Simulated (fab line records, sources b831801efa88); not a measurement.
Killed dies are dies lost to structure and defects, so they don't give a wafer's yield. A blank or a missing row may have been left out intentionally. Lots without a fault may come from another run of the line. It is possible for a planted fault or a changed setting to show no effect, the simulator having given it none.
Which tool did it? :: flow gf180mcu :: Sampling: 13 lots, 39 wafers, 5 of 602 route steps

WHAT THE GAUGES SHOWED, per wafer
GF_STI_THK_MEAS_22. Usual: for STI_OXIDATION_01_THK the level is 15.0 nm and the standard deviation is 0.32.
lot: L118
measured: day 2 03:47
on: filmMetro-04
STI_OXIDATION_01_THK (nm): 14.5 14.6 14.6
flag: 

lot: L120
measured: day 2 13:23
on: filmMetro-04
STI_OXIDATION_01_THK (nm): 15.2 14.8 14.5
flag: 

lot: L121
measured: day 2 19:17
on: filmMetro-03
STI_OXIDATION_01_THK (nm): 14.6 14.7 14.5
flag: 

lot: L123
measured: day 3 05:38
on: filmMetro-01
STI_OXIDATION_01_THK (nm): 14.6 14.8 14.9
flag: 

lot: L125
measured: day 3 14:49
on: filmMetro-01
STI_OXIDATION_01_THK (nm): 14.9 14.9 15.2
flag: 

lot: L126
measured: day 3 21:09
on: filmMetro-01
STI_OXIDATION_01_THK (nm): 14.3 14.5 14.4
flag: 

lot: L127
measured: day 4 02:13
on: filmMetro-03
STI_OXIDATION_01_THK (nm): 15.2 15.1 15.5
flag: 

lot: L128
measured: day 4 07:18
on: filmMetro-04
STI_OXIDATION_01_THK (nm): 15.0 15.1 15.1
flag: 

lot: L129
measured: day 4 12:57
on: filmMetro-04
STI_OXIDATION_01_THK (nm): 15.0 15.2 15.0
flag: 

lot: L130
measured: day 4 16:58
on: filmMetro-03
STI_OXIDATION_01_THK (nm): 14.8 14.9 14.8
flag: 

lot: L134
measured: day 5 14:58
on: filmMetro-01
STI_OXIDATION_01_THK (nm): 14.4 14.4 14.4
flag: 

lot: L139
measured: day 6 16:24
on: filmMetro-01
STI_OXIDATION_01_THK (nm): 14.6 14.8 14.7
flag: 

lot: L141
measured: day 7 01:31
on: filmMetro-01
STI_OXIDATION_01_THK (nm): 15.7 15.9 15.5
flag: 

GF_STI_THK_MEAS_24. Usual: for STI_CVD_23_THK the level is 647 nm and the standard deviation is 6.4.
lot: L118
measured: day 2 04:02
on: filmMetro-01
STI_CVD_23_THK (nm): 641 643 643
flag: 

lot: L120
measured: day 2 13:31
on: filmMetro-01
STI_CVD_23_THK (nm): 643 646 643
flag: 

lot: L121
measured: day 2 19:25
on: filmMetro-03
STI_CVD_23_THK (nm): 662 649 659
flag: 

lot: L123
measured: day 3 05:47
on: filmMetro-03
STI_CVD_23_THK (nm): 645 647 640
flag: 

lot: L125
measured: day 3 14:58
on: filmMetro-04
STI_CVD_23_THK (nm): 650 651 654
flag: 

lot: L126
measured: day 3 21:17
on: filmMetro-03
STI_CVD_23_THK (nm): 655 649 646
flag: 

lot: L127
measured: day 4 02:20
on: filmMetro-01
STI_CVD_23_THK (nm): 646 640 644
flag: 

lot: L128
measured: day 4 07:26
on: filmMetro-01
STI_CVD_23_THK (nm): 645 643 648
flag: 

lot: L129
measured: day 4 13:05
on: filmMetro-03
STI_CVD_23_THK (nm): 642 646 647
flag: 

lot: L130
measured: day 4 17:06
on: filmMetro-01
STI_CVD_23_THK (nm): 641 643 646
flag: 

lot: L134
measured: day 5 15:06
on: filmMetro-01
STI_CVD_23_THK (nm): 642 639 640
flag: 

lot: L139
measured: day 6 16:32
on: filmMetro-04
STI_CVD_23_THK (nm): 639 651 654
flag: 

lot: L141
measured: day 7 01:39
on: filmMetro-03
STI_CVD_23_THK (nm): 641 645 638
flag: 

GF_POLY_GATE_THK_MEAS_01. Usual: for POLY_GATE_CVD_00_THK the level is 200.6 nm and the standard deviation is 1.8.
lot: L118
measured: day 8 11:34
on: filmMetro-03
POLY_GATE_CVD_00_THK (nm): 198.5 197.0 197.6
flag: 

lot: L120
measured: day 9 01:10
on: filmMetro-04
POLY_GATE_CVD_00_THK (nm): 199.7 198.7 199.5
flag: 

lot: L121
measured: day 9 09:03
on: filmMetro-04
POLY_GATE_CVD_00_THK (nm): 202.1 200.9 200.5
flag: 

lot: L123
measured: day 9 22:41
on: filmMetro-04
POLY_GATE_CVD_00_THK (nm): 202.0 201.0 201.6
flag: 

lot: L125
measured: day 10 11:21
on: filmMetro-02
POLY_GATE_CVD_00_THK (nm): 202.2 201.3 202.9
flag: 

lot: L126
measured: day 10 19:18
on: filmMetro-03
POLY_GATE_CVD_00_THK (nm): 199.8 200.5 201.0
flag: 

lot: L127
measured: day 11 01:22
on: filmMetro-03
POLY_GATE_CVD_00_THK (nm): 200.6 202.4 201.9
flag: 

lot: L128
measured: day 11 10:07
on: filmMetro-02
POLY_GATE_CVD_00_THK (nm): 197.5 200.3 197.7
flag: 

lot: L129
measured: day 11 16:41
on: filmMetro-04
POLY_GATE_CVD_00_THK (nm): 201.0 200.4 199.8
flag: 

lot: L130
measured: day 11 19:52
on: filmMetro-03
POLY_GATE_CVD_00_THK (nm): 223.5 219.3 211.4
flag: OFF

lot: L134
measured: day 13 04:32
on: filmMetro-02
POLY_GATE_CVD_00_THK (nm): 198.9 198.0 200.0
flag: 

lot: L139
measured: day 14 14:04
on: filmMetro-04
POLY_GATE_CVD_00_THK (nm): 197.4 196.9 198.2
flag: 

lot: L141
measured: day 15 03:24
on: filmMetro-02
POLY_GATE_CVD_00_THK (nm): 202.8 203.4 202.4
flag: 

GF_POLY_GATE_OVL_MEAS_11. Usual: for POLY_GATE_OVL the level is 0 nm and the standard deviation is 5.
lot: L118
measured: day 9 04:26
on: overlay-01
POLY_GATE_OVL (nm): -3 -8 -4
flag: 

lot: L120
measured: day 9 18:14
on: overlay-01
POLY_GATE_OVL (nm): 6 7 3
flag: 

lot: L121
measured: day 10 02:35
on: overlay-01
POLY_GATE_OVL (nm): 1 -4 0
flag: 

lot: L123
measured: day 10 17:02
on: overlay-01
POLY_GATE_OVL (nm): 5 2 -1
flag: 

lot: L125
measured: day 11 06:08
on: overlay-01
POLY_GATE_OVL (nm): 1 2 6
flag: 

lot: L126
measured: day 11 14:16
on: overlay-01
POLY_GATE_OVL (nm): -3 1 -2
flag: 

lot: L127
measured: day 11 20:17
on: overlay-01
POLY_GATE_OVL (nm): -8 -1 -8
flag: 

lot: L128
measured: day 12 04:49
on: overlay-01
POLY_GATE_OVL (nm): 5 8 8
flag: 

lot: L129
measured: day 12 11:53
on: overlay-01
POLY_GATE_OVL (nm): -8 -5 -7
flag: 

lot: L130
measured: day 12 15:04
on: overlay-01
POLY_GATE_OVL (nm): 8 10 6
flag: 

lot: L134
measured: day 14 00:52
on: overlay-01
POLY_GATE_OVL (nm): 2 8 4
flag: 

lot: L139
measured: day 15 11:13
on: overlay-02
POLY_GATE_OVL (nm): -1 2 0
flag: 

lot: L141
measured: day 16 01:05
on: overlay-01
POLY_GATE_OVL (nm): 7 12 12
flag: 

EACH LOT AND THE TOOL THAT RAN IT (in order: tool; ch and the chambers of the sampled wafers; start)
lot: L118
GF_POLY_GATE_CVD_00: lpcvd-02 ch 1, day 8 10:13

lot: L120
GF_POLY_GATE_CVD_00: lpcvd-01 ch 1, day 8 23:49

lot: L121
GF_POLY_GATE_CVD_00: lpcvd-02 ch 1, day 9 07:43

lot: L123
GF_POLY_GATE_CVD_00: lpcvd-02 ch 1, day 9 21:20

lot: L125
GF_POLY_GATE_CVD_00: lpcvd-02 ch 0, day 10 10:01

lot: L126
GF_POLY_GATE_CVD_00: lpcvd-01 ch 1, day 10 17:18

lot: L127
GF_POLY_GATE_CVD_00: lpcvd-02 ch 1, day 11 00:01

lot: L128
GF_POLY_GATE_CVD_00: lpcvd-02 ch 0, day 11 08:47

lot: L129
GF_POLY_GATE_CVD_00: lpcvd-02 ch 0, day 11 15:20

lot: L130
GF_POLY_GATE_CVD_00: lpcvd-02 ch 0, day 11 18:32

lot: L134
GF_POLY_GATE_CVD_00: lpcvd-01 ch 0, day 13 03:12

lot: L139
GF_POLY_GATE_CVD_00: lpcvd-01 ch 0, day 14 12:43

lot: L141
GF_POLY_GATE_CVD_00: lpcvd-02 ch 0, day 15 02:04
- GF_POLY_GATE_CVD_00: deposits poly-Si, target thk 200 nm, time 1200 s.

WHAT THE TOOLS THEMSELVES READ (means of the sampled wafers that have a number; where no wafer has one, the mark that the record gives instead)
GF_POLY_GATE_CVD_00. Usual: spikeTcCentreC 620.8 C, standard deviation 1.3; zonePowerCentrePct 8.5 %, standard deviation 0.92.
lot: L118
tool: lpcvd-02
spikeTcCentreC (C): 619.1
zonePowerCentrePct (%): 7.2
flag: 

lot: L120
tool: lpcvd-01
spikeTcCentreC (C): 619.6
zonePowerCentrePct (%): 8.2
flag: 

lot: L121
tool: lpcvd-02
spikeTcCentreC (C): 620.9
zonePowerCentrePct (%): 7.1
flag: 

lot: L123
tool: lpcvd-02
spikeTcCentreC (C): 619.9
zonePowerCentrePct (%): 7.1
flag: 

lot: L125
tool: lpcvd-02
spikeTcCentreC (C): 620.5
zonePowerCentrePct (%): 9.1
flag: 

lot: L126
tool: lpcvd-01
spikeTcCentreC (C): 620.7
zonePowerCentrePct (%): 8.1
flag: 

lot: L127
tool: lpcvd-02
spikeTcCentreC (C): 620.2
zonePowerCentrePct (%): 7.2
flag: 

lot: L128
tool: lpcvd-02
spikeTcCentreC (C): 621.6
zonePowerCentrePct (%): 9.2
flag: 

lot: L129
tool: lpcvd-02
spikeTcCentreC (C): 621.9
zonePowerCentrePct (%): 9.2
flag: 

lot: L130
tool: lpcvd-02
spikeTcCentreC (C): 636.1
zonePowerCentrePct (%): 11.9
flag: OFF

lot: L134
tool: lpcvd-01
spikeTcCentreC (C): 622.3
zonePowerCentrePct (%): 9.4
flag: 

lot: L139
tool: lpcvd-01
spikeTcCentreC (C): 620.8
zonePowerCentrePct (%): 9.3
flag: 

lot: L141
tool: lpcvd-02
spikeTcCentreC (C): 620.9
zonePowerCentrePct (%): 9.2
flag: 

THE ANSWER, worked out from the rows above alone
Rule: a lot counts as off when the mean over its wafers that have a number is more than 3 standard deviations away from the usual mean. Also off: a lot with no number at a reading for which 4 or more lots have one. All remaining lots with rows at the step are treated as sound. Order of review: gauges by route order, followed by the tools' own readings, for which a lot's mean as printed above is used. At the first step where some lot is off, the reading lying furthest off is the one used; lots without a number count as furthest.
Off: L130, at GF_POLY_GATE_THK_MEAS_01 (POLY_GATE_CVD_00_THK).
If a tool, at a process step before that reading, ran all the lots that are off and no sound lot after the first of them, it fits. The gauges at GF_POLY_GATE_THK_MEAS_01 aren't tried: what is off there is off at GF_POLY_GATE_CVD_00 too, on other tools, and a gauge's error can't cause that. None of those tried fits.

WHAT THE SIMULATOR HAD INSERTED
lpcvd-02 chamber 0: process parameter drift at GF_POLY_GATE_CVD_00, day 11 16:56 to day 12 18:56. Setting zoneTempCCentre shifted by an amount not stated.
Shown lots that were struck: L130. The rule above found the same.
